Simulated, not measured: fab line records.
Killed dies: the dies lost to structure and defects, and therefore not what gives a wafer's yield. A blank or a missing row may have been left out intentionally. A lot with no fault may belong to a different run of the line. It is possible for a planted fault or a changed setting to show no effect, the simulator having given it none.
Matching of chambers | flow gf180mcu | GF_M5_ETCH_09 on rie-diel-01: 4 sister chambers
The step etches Si3N4 in CF4/O2, target depth 52 nm, time 11.6 s. 4 wafers are shown with their chamber, then 10 later ones without.

== WAFERS WITH THEIR CHAMBER ==
wafer  | chamber | drypump-motor-current-A (A)
L086.4 | 0       | 5.5
L086.5 | 3       | 5.4
L091.2 | 2       | 6.4
L091.4 | 1       | 4.9

== WAFERS WITH NO CHAMBER GIVEN ==
wafer  | drypump-motor-current-A (A)
L091.6 | 6.3
L092.1 | 5.6
L092.2 | 5.4
L092.3 | 6.3
L092.4 | 5.4
L092.5 | 6.3
L092.6 | 5.6
L095.1 | 5.5
L095.2 | 6.4
L095.3 | 5.4

== EACH ONE'S CHAMBER ==
wafer  | from the rows above     | in truth
L091.6 | 2                       | 2
L092.1 | can't be placed: 0 or 3 | 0
L092.2 | can't be placed: 3 or 0 | 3
L092.3 | 2                       | 2
L092.4 | can't be placed: 3 or 0 | 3
L092.5 | 2                       | 2
L092.6 | can't be placed: 0 or 3 | 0
L095.1 | can't be placed: 0 or 3 | 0
L095.2 | 2                       | 2
L095.3 | can't be placed: 3 or 0 | 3
4 of 10 placed correctly. Cannot be placed on the basis of these rows: 6; the candidates contain the true chamber in 6. Wrongly placed: 0.
How it was worked out, from the rows above alone: a wafer's distance from a chamber is the root of the sum, over the readings, of the square of ((its reading less the chamber's mean) divided by the reading's scatter). If the next closest chamber is less than 2 further off than the closest, the wafer can't be placed; otherwise it belongs to the closest. A chamber's mean is the mean of its shown wafers. The scatter (one wafer shown for each chamber): square how far every hidden wafer sits from the nearest shown wafer, average those squares and take the square root.
